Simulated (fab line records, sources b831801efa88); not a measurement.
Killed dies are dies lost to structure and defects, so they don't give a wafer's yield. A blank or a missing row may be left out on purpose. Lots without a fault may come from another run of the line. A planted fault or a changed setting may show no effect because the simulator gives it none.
Tool commonality check | flow sky130 | 12 lots, 36 wafers sampled

WHY IT WAS OPENED
At SKY_VIA4_THK_MEAS_01 the reading VIA4_HDPCVD_THK is flagged on 2 of 12 lots. Wafers without a fault read 1743 nm, standard deviation 24.
Rule: a lot is flagged when every wafer of it that has a number lies more than 4 standard deviations from that mean, or none has a number. The other lots count as sound.

lot  | measured     | on            | VIA4_HDPCVD_THK (nm), wafer by wafer | flag
L928 | day 42 08:58 | film_metro-02 | 1759 1747 1719                       |
L929 | day 42 10:04 | film_metro-01 | 1783 1775 1763                       |
L932 | day 43 15:47 | film_metro-02 | 1772 1739 1733                       |
L933 | day 43 17:11 | film_metro-03 | 1691 1672 1741                       |
L934 | day 43 23:47 | film_metro-02 | 1725 1793 1720                       |
L935 | day 44 01:41 | film_metro-03 | 1697 1745 1743                       |
L937 | day 44 17:23 | film_metro-01 | 2601 2609 2665                       | FLAGGED
L941 | day 45 03:46 | film_metro-03 | 2621 2633 2600                       | FLAGGED
L942 | day 45 11:34 | film_metro-01 | 1711 1764 1732                       |
L944 | day 45 22:50 | film_metro-01 | 1764 1749 1761                       |
L946 | day 46 11:20 | film_metro-01 | 1732 1688 1771                       |
L949 | day 47 09:44 | film_metro-02 | 1764 1744 1748                       |
The numbers of the flagged lots are 2622 nm on average: +878 nm against the usual, or +37 standard deviations.

WHICH TOOL RAN EACH LOT
The record holds 2 process steps before the reading, out of a route of 708 steps. In each cell: the tool, then ch and the chambers that the sampled wafers went through, then the start.
lot  | flag    | SKY_METAL4_SPUTTER_00        | SKY_VIA4_HDPCVD_00
L928 |         | pvd_sputter-02, day 40 05:27 | hdpcvd-02 ch 0,1, day 42 08:47
L929 |         | pvd_sputter-02, day 40 08:29 | hdpcvd-01 ch 0,1,2, day 42 09:53
L932 |         | pvd_sputter-04, day 41 15:12 | hdpcvd-01 ch 0,2, day 43 15:37
L933 |         | pvd_sputter-03, day 41 16:42 | hdpcvd-02 ch 0,1, day 43 17:00
L934 |         | pvd_sputter-03, day 42 00:08 | hdpcvd-02 ch 0,1, day 43 23:36
L935 |         | pvd_sputter-04, day 42 01:30 | hdpcvd-02 ch 0,2, day 44 01:30
L937 | FLAGGED | pvd_sputter-03, day 42 19:32 | hdpcvd-01 ch 0,1,2, day 44 17:12
L941 | FLAGGED | pvd_sputter-02, day 43 05:08 | hdpcvd-01 ch 0,1,2, day 45 03:34
L942 |         | pvd_sputter-02, day 43 13:33 | hdpcvd-02 ch 0,1,2, day 45 11:23
L944 |         | pvd_sputter-04, day 44 00:51 | hdpcvd-02 ch 1,2, day 45 22:38
L946 |         | pvd_sputter-02, day 44 14:04 | hdpcvd-02 ch 0,1, day 46 11:09
L949 |         | pvd_sputter-02, day 45 13:55 | hdpcvd-02 ch 0,1,2, day 47 09:34
What these steps do:
- SKY_METAL4_SPUTTER_00: material Ti, target thk 15 nm, time 10 s.
- SKY_VIA4_HDPCVD_00: deposits SiO2, target thk 1750 nm, time 291.7 s.
- SKY_VIA4_THK_MEAS_01

FLAGGED OVER TOTAL, TOOL BY TOOL (the gauges that took the reading come last)
step                  | tool           | lots run | flagged | share of the flagged lots | sound lots run after its first flagged lot
SKY_METAL4_SPUTTER_00 | pvd_sputter-02 | 6        | 1       | some                      | 3 (L942,L946,L949)
SKY_METAL4_SPUTTER_00 | pvd_sputter-03 | 3        | 1       | some                      | 0
SKY_METAL4_SPUTTER_00 | pvd_sputter-04 | 3        | 0       | none                      | -
SKY_VIA4_HDPCVD_00    | hdpcvd-01      | 4        | 2       | all                       | 0
SKY_VIA4_HDPCVD_00    | hdpcvd-02      | 8        | 0       | none                      | -
SKY_VIA4_THK_MEAS_01  | film_metro-01  | 5        | 1       | some                      | 3 (L942,L944,L946)
SKY_VIA4_THK_MEAS_01  | film_metro-02  | 4        | 0       | none                      | -
SKY_VIA4_THK_MEAS_01  | film_metro-03  | 3        | 1       | some                      | 0

WHAT THE TABLE ALLOWS
1 row of the table ran every flagged lot: hdpcvd-01 at SKY_VIA4_HDPCVD_00.
- hdpcvd-01 at SKY_VIA4_HDPCVD_00: 2 of its 4 lots flagged. Its last sound lot is L932 (day 43 15:37), its first flagged lot L937 (day 44 17:12): a fault that began between those two fits. Its own readings lie more than 4 standard deviations out on every wafer of the flagged lots: sih4_flow_sccm.
One tool is left: hdpcvd-01 at SKY_VIA4_HDPCVD_00.

WHAT THE SIMULATOR HAD PUT IN
Process parameter drift: hdpcvd-01, from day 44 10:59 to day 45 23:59, at SKY_VIA4_HDPCVD_00. Setting sih4_flow_sccm, moved by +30, from 60. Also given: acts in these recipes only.
Lots struck among those shown: L937, L941. The rule above found the same.
